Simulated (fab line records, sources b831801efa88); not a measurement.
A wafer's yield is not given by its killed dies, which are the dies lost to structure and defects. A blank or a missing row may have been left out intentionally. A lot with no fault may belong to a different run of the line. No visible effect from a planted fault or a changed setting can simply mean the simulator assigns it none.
fab line records	flow sky130
record: lots: 13	wafers: 39	last-day: 50
route steps=708 shown POLY_CUT@318 VIA1@459 METAL2@483 PAD_OPEN@708
lots that met no fault: from a run of the same line without faults
start-h: hours from the record's opening day to when the first of the lot's shown wafers began	wait-h: hours since the lot's step before	" the same as in the row above	L1.1+2: several wafers, shown together as one row	- either no value or no given start	* or withheld: withheld	< > ~ a bound
route shown NAME@n: a module of which the file shows steps, and the number in the route of the first	usual: mean/standard deviation taken from wafers without a fault	same: alike in all rows	chamber/n: place in a boat	sites: per-site readings	_std_site: how widely they spread, as a standard deviation	_edge_site: mean of outer sites minus mean of inner sites	radius-mm: for every site, how far away it sits from the centre of the wafer	mask NAME#n: copy n	behind: the tool/chamber that last shaped the wafer	hold: reason for holding the lot/hours on hold/outcome of the hold	device: which transistor (n, p or np) failed to switch	end of line: the route-end tests of the same wafers	for a step that has no rows: nothing shown but its recipe	killed: dies that structure and defects cost at the first sort, which is not the same as the wafer's yield	map: dies across one wafer; x = killed, . = not, _ = none there
set.NAME: setting as actually run; set.NAME@STEP: the setting as run at that earlier step	model.NAME: the simulator's own value behind a step, which no gauge read
the route's steps for a sample of lots (tables are steps, rows are wafers)
services: a tool's chamber out of use, with start hour (start-h, from the record's first day; less than 0 if before it), hours out, and reason
== steps ==
step: SKY_POLY_CUT_ETCH_11
recipe: target: Si3N4	chemistry: CF4/CH2F2/Ar	stop-on: poly-Si	source-w: 612.8	bias-w: 150	pressure-mtorr: 40	cf4-flow-sccm: 40	ch2f2-flow-sccm: 20	Ar_flow_sccm: 150	time-s: 42.5	target-depth-a: 600
usual: drypump-motor-current-A: 5.70/0.3	oes-product-au: 0.829/0.0069	rf-fwd-power-W: 607.5/2.7	throttle-valve-pct: 14.995/0.009
lot.wafer	tool	chamber	start-h	wait-h	drypump-motor-current-A	oes-product-au	rf-fwd-power-W	rf-hours-counter-h	throttle-valve-pct
L599.1	rie-diel-02	3	559.29	0.0	5.63	0.821	605.5	4	15.006
L599.4	"	2	"	"	5.20	0.822	604.5	2	14.997
L599.6	"	2	"	"	5.19	0.821	606.4	-	14.991
L600.1	rie-diel-01	1	567.04	0.0	5.71	0.841	606.3	8	15.002
L600.3	"	0	"	"	5.43	0.830	610.6	71	14.973
L600.6	"	3	"	"	5.38	0.835	610.4	-	14.998
L601.1	rie-diel-01	1	584.19	0.0	5.77	0.833	606.4	8	14.976
L601.5	"	3	"	"	5.38	0.831	606.1	-	15.006
L601.6	"	2	"	"	5.99	0.825	608.4	-	14.995
L602.2	rie-diel-04	3	584.54	0.0	5.64	0.827	610.4	54	15.002
L602.3	"	2	"	"	5.87	0.832	609.6	12	15.018
L602.4	"	2	"	"	5.89	0.821	608.7	-	14.984
L603.2	rie-diel-01	3	602.66	0.0	5.39	0.815	608.8	2	15.002
L603.3	"	1	"	"	5.74	0.820	609.2	9	15.004
L603.5	"	2	"	"	6.01	0.816	607.7	-	14.987
L604.2	rie-diel-02	3	615.44	0.0	5.64	0.824	605.1	5	14.986
L604.4	"	2	"	"	5.15	0.828	604.4	4	15.009
L604.5	"	0	"	"	5.97	0.820	603.3	-	14.993
L613.1	rie-diel-02	0	697.19	0.0	5.94	0.746	605.5	47	14.997
L613.3	"	1	"	"	5.39	0.737	609.1	10	14.983
L613.5	"	0	"	"	5.94	0.751	609.2	-	14.998
L614.3	rie-diel-02	2	700.26	0.0	5.15	0.730	606.3	6	14.997
L614.5	"	0	"	"	6.00	0.751	607.2	-	14.988
L614.6	"	3	"	"	5.63	0.743	605.8	-	14.990
L616.2	rie-diel-04	1	710.01	0.0	5.38	0.825	603.3	7	14.994
L616.3	"	0	"	"	6.33	0.823	606.9	3	15.003
L616.6	"	2	"	"	5.87	0.835	610.7	-	15.005
L617.1	rie-diel-01	0	721.24	0.0	5.42	0.847	609.1	2	15.003
L617.4	"	3	"	"	5.40	0.832	609.1	5	14.995
L617.5	"	2	"	"	5.94	0.839	608.8	-	15.003
L619.2	rie-diel-04	0	727.64	0.0	6.33	0.832	602.7	3	14.990
L619.4	"	2	"	"	5.89	0.829	603.5	15	15.001
L619.5	"	3	"	"	5.64	0.826	608.9	-	15.011
L620.1	rie-diel-01	1	734.26	0.0	5.77	0.832	609.3	11	14.986
L620.2	"	3	"	"	5.41	0.832	608.8	5	15.004
L620.4	"	0	"	"	5.45	0.834	607.4	2	14.993
L621.1	rie-diel-04	0	756.90	0.0	6.34	0.822	604.1	4	15.006
L621.2	"	2	"	"	5.89	0.826	607.2	16	14.990
L621.3	"	3	"	"	5.64	0.828	614.0	1	15.006
step: SKY_VIA1_THK_MEAS_01
recipe: reads: SiO2_of_VIA1_HDPCVD_00
usual: VIA1_HDPCVD_THK: 1032/14
lot.wafer	tool	chamber	start-h	wait-h	VIA1_HDPCVD_THK[nm]
L599.1	film-metro-04	-	765.56	0.1	1043
L599.4	"	-	"	"	1051
L599.6	"	-	"	"	1041
L600.1	film-metro-02	-	771.16	0.1	1014
L600.3	"	-	"	"	1033
L600.6	"	-	"	"	1023
L601.1	film-metro-01	-	787.99	0.1	1019
L601.5	"	-	"	"	1040
L601.6	"	-	"	"	1027
L602.2	film-metro-01	-	788.94	0.1	1005
L602.3	"	-	"	"	1012
L602.4	"	-	"	"	1016
L603.2	film-metro-01	-	805.92	0.1	1040
L603.3	"	-	"	"	1013
L603.5	"	-	"	"	1019
L604.2	film-metro-04	-	819.45	0.1	1050
L604.4	"	-	"	"	1049
L604.5	"	-	"	"	1041
L614.5	film-metro-02	-	895.69	0.0	1013
L616.2	film-metro-01	-	903.27	0.1	1036
L616.3	"	-	"	"	1047
L616.6	"	-	"	"	1041
L617.1	film-metro-04	-	913.83	0.1	1047
L617.4	"	-	"	"	1006
L617.5	"	-	"	"	1016
L619.2	film-metro-01	-	916.86	0.1	1037
L619.4	"	-	"	"	1039
L619.5	"	-	"	"	1021
L620.1	film-metro-02	-	926.05	0.1	1015
L620.2	"	-	"	"	1020
L620.4	"	-	"	"	1004
L621.1	film-metro-01	-	945.33	0.1	1040
L621.2	"	-	"	"	1024
L621.3	"	-	"	"	1024
step: SKY_METAL2_SPUTTER_00
recipe: material: Ti	target-thk-nm: 15	power-w: 3000	time-s: 10	chamber-pressure-pa: 0.4
usual: chamber-pressure-pa: 0.4000/0.00071	throttle-valve-pct: 30.3/0.89
lot.wafer	tool	chamber	start-h	wait-h	chamber-pressure-pa	throttle-valve-pct
L599.1	pvd-sputter-03	-	794.33	0.2	0.4005	29.7
L599.4	"	-	"	"	0.3988	30.4
L599.6	"	-	"	"	0.4003	30.0
L600.1	pvd-sputter-01	-	799.93	0.1	0.4016	28.4
L600.3	"	-	"	"	0.3989	31.5
L600.6	"	-	"	"	0.3993	30.3
L601.1	pvd-sputter-04	-	817.46	0.2	0.4007	30.4
L601.5	"	-	"	"	0.4014	31.1
L601.6	"	-	"	"	0.3994	29.9
L602.2	pvd-sputter-03	-	817.83	0.2	0.4007	29.9
L602.3	"	-	"	"	0.3998	30.6
L602.4	"	-	"	"	0.3995	29.8
L603.2	pvd-sputter-01	-	834.84	0.2	0.4006	30.4
L603.3	"	-	"	"	0.3992	28.5
L603.5	"	-	"	"	0.4000	31.5
L604.2	pvd-sputter-01	-	847.72	0.1	0.4010	31.1
L604.4	"	-	"	"	0.4012	30.2
L604.5	"	-	"	"	0.3999	31.5
L614.5	pvd-sputter-01	-	922.83	0.0	0.3997	31.7
L616.2	pvd-sputter-03	-	930.03	0.1	0.4005	29.6
L616.3	"	-	"	"	0.3999	30.6
L616.6	"	-	"	"	0.3992	29.6
L617.1	pvd-sputter-01	-	939.83	0.2	0.4000	28.6
L617.4	"	-	"	"	0.3999	30.4
L617.5	"	-	"	"	0.3998	28.7
L619.2	pvd-sputter-01	-	942.87	0.2	0.3993	31.8
L619.4	"	-	"	"	0.4003	31.6
L619.5	"	-	"	"	0.3992	28.7
L620.1	pvd-sputter-01	-	952.64	0.1	0.4000	30.4
L620.2	"	-	"	"	0.3996	31.1
L620.4	"	-	"	"	0.3993	28.5
L621.1	pvd-sputter-04	-	971.52	0.2	0.4001	31.3
L621.2	"	-	"	"	0.4005	30.9
L621.3	"	-	"	"	0.3995	29.7
step: SKY_METAL2_SPUTTER_04
recipe: material: TiN	target-thk-nm: 70	power-w: 6500	time-s: 57.41	chamber-pressure-pa: 0.4
usual: chamber-pressure-pa: 0.4001/0.00078	throttle-valve-pct: 30.3/0.87
lot.wafer	tool	chamber	start-h	wait-h	chamber-pressure-pa	throttle-valve-pct
L599.1	pvd-sputter-03	-	794.42	0.0	0.4000	29.7
L599.4	"	-	"	"	0.4010	30.4
L599.6	"	-	"	"	0.4013	29.6
L600.1	pvd-sputter-01	-	800.02	0.0	0.4014	28.7
L600.3	"	-	"	"	0.4000	31.5
L600.6	"	-	"	"	0.4013	30.3
L601.1	pvd-sputter-04	-	817.56	0.0	0.4004	30.4
L601.5	"	-	"	"	0.4005	31.2
L601.6	"	-	"	"	0.3991	30.0
L602.2	pvd-sputter-03	-	817.92	0.0	0.3996	29.6
L602.3	"	-	"	"	0.4004	30.8
L602.4	"	-	"	"	0.4014	29.8
L603.2	pvd-sputter-01	-	834.93	0.0	0.4003	30.3
L603.3	"	-	"	"	0.3989	28.7
L603.5	"	-	"	"	0.3998	31.8
L604.2	pvd-sputter-01	-	847.81	0.0	0.3991	31.0
L604.4	"	-	"	"	0.4004	30.3
L604.5	"	-	"	"	0.3985	31.7
L614.5	pvd-sputter-01	-	922.93	0.0	0.3995	31.7
L616.2	pvd-sputter-03	-	930.12	0.0	0.4009	30.0
L616.3	"	-	"	"	0.3986	30.7
L616.6	"	-	"	"	0.4004	29.7
L617.1	pvd-sputter-01	-	939.92	0.0	0.3999	28.5
L617.4	"	-	"	"	0.3999	30.2
L617.5	"	-	"	"	0.4003	28.6
L619.2	pvd-sputter-01	-	942.97	0.0	0.3989	31.6
L619.4	"	-	"	"	0.4005	31.6
L619.5	"	-	"	"	0.4008	28.5
L620.1	pvd-sputter-01	-	952.73	0.0	0.3998	30.4
L620.2	"	-	"	"	0.4007	30.8
L620.4	"	-	"	"	0.4003	28.8
L621.1	pvd-sputter-04	-	971.61	0.0	0.4001	31.4
L621.2	"	-	"	"	0.4016	31.2
L621.3	"	-	"	"	0.3998	30.0
step: SKY_PAD_OPEN_PROBE_99
usual: killed_at_M0_to_M3: 44/7.2	killed_at_M4_up: 3.1/1.8	killed-at-contacts: 25/5.2	killed-at-front-end: 15/3.9	killed-at-other: 0.2/0.5	killed-dies: 86/9.5	killed-on-rim: 17/3.5	killed-open: 47/7.3	killed-short: 40/6
same: gross-dies: 492	killed-at-back-side: 0
lot.wafer	tool	chamber	start-h	wait-h	killed_at_M0_to_M3	killed_at_M4_up	killed-at-contacts	killed-at-front-end	killed-at-other	killed-dies	killed-on-rim	killed-open	killed-short
L613.1	prober-02	-	1168.28	0.1	47	1	21	423	0	492	96	43	38
L613.3	prober-02	-	1168.38	0.2	42	2	22	426	0	492	96	45	41
L613.5	prober-02	-	1168.48	0.2	50	5	30	407	0	492	96	52	42
L614.3	prober-01	-	1173.07	0.2	37	4	26	425	0	492	96	54	33
L614.6	prober-01	-	1173.22	0.2	57	6	26	403	0	492	96	59	49
killed by level:class
L613.1 POLY_CUT:area-etch=411 VIA1:geometric-particle:open=12 LI_CONTACT:geometric-particle:open=8 METAL1:geometric-particle:short=6 VIA1:geometric-particle:short=6 CONTACT:geometric-particle:open=5 METAL2:geometric-particle:short=5 FIELD_ISO:geometric-particle:short=4
L613.3 POLY_CUT:area-etch=406 METAL2:geometric-particle:short=11 VIA1:geometric-particle:open=9 CONTACT:geometric-particle:open=7 VIA3:geometric-particle:open=6 FIELD_ISO:geometric-particle:open=5 POLY_GATE:geometric-particle:open=5 LI_CONTACT:geometric-particle:open=5
L613.5 POLY_CUT:area-etch=398 CONTACT:geometric-particle:open=15 VIA1:geometric-particle:open=11 VIA3:geometric-particle:open=11 VIA1:geometric-particle:short=7 CONTACT:geometric-particle:short=6 METAL2:geometric-particle:short=6 LI_CONTACT:geometric-particle:open=5
L614.3 POLY_CUT:area-etch=405 CONTACT:geometric-particle:open=10 VIA2:geometric-particle:open=9 FIELD_ISO:geometric-particle:open=7 LI_CONTACT:geometric-particle:open=7 VIA1:geometric-particle:open=7 POLY_GATE:geometric-particle:open=5 VIA3:geometric-particle:open=5
L614.6 POLY_CUT:area-etch=384 VIA1:geometric-particle:open=12 CONTACT:geometric-particle:open=10 VIA3:geometric-particle:open=9 METAL2:geometric-particle:short=8 LI_CONTACT:geometric-particle:open=7 METAL4:geometric-particle:short=6 POLY_GATE:geometric-particle:short=5
== services ==
tool	chamber	start-h	hours	kind
pvd-sputter-04	-	570.10	3.7	repair
rie-diel-02	-	600.12	2.8	pm
rie-diel-02	0	635.52	4.0	repair
rie-diel-02	-	642.81	1.0	repair
rie-diel-01	2	664.67	3.1	repair
rie-diel-02	1	668.22	2.1	repair
rie-diel-01	2	670.30	10.7	repair
pvd-sputter-04	-	727.52	9.9	repair
pvd-sputter-01	0	735.82	-	consumable-replace:kit
pvd-sputter-01	0	735.82	18.0	scheduled-down
rie-diel-01	3	745.44	3.8	repair
rie-diel-01	1	781.26	4.7	repair
rie-diel-02	3	790.03	23.9	repair
rie-diel-02	-	815.98	0.4	repair
rie-diel-04	2	863.49	8.6	repair
rie-diel-01	1	878.10	1.7	repair
rie-diel-04	0	882.02	5.0	repair
rie-diel-02	0	885.32	19.8	repair
rie-diel-04	1	886.93	14.7	repair
pvd-sputter-04	-	904.86	0.8	repair
rie-diel-01	1	939.36	1.3	repair
pvd-sputter-01	-	944.39	1.8	repair
rie-diel-02	-	955.24	1.5	repair
pvd-sputter-04	-	959.22	0.5	repair
== key ==
first-sign: step: SKY_POLY_CUT_ETCH_11	reading: oes-product-au	direction: down	sigmas: 13	usual: 0.829	struck: 0.743
effect: step: SKY_PAD_OPEN_PROBE_99	reading: killed-at-front-end	direction: up	sigmas: 99+	usual: 15	struck: 417
more-kills-born-at: SKY_POLY_CUT_ETCH_11@rie-diel-02: 2004
met-at SKY_POLY_CUT_ETCH_11
struck-lots L613,L614
later-rows-left-out L613.1,L613.3,L613.5,L614.3,L614.6
tester-left-out L613,L614
not-acting-at SKY_VIA1_THK_MEAS_01,SKY_METAL2_SPUTTER_00,SKY_METAL2_SPUTTER_04
onset-between 615.44 697.19
fault: kind: process-parameter-drift	tool: rie-diel-02	chamber: -	onset-h: 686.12	steps: SKY_POLY_CUT_ETCH_11	channel: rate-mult	offset: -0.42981	shape: step	end-h: 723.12
tester-left-out: of these lots the tester's yield and bins aren't shown, on N5 and GAA mostly nor the transistor test; their killed dies are dies lost to structure and defects alone, not to doping, threshold or leakage, so they don't give the yield
later-rows-left-out: the simulator's readings of these wafers behind a module that went badly wrong aren't trusted and aren't shown, but for the sort
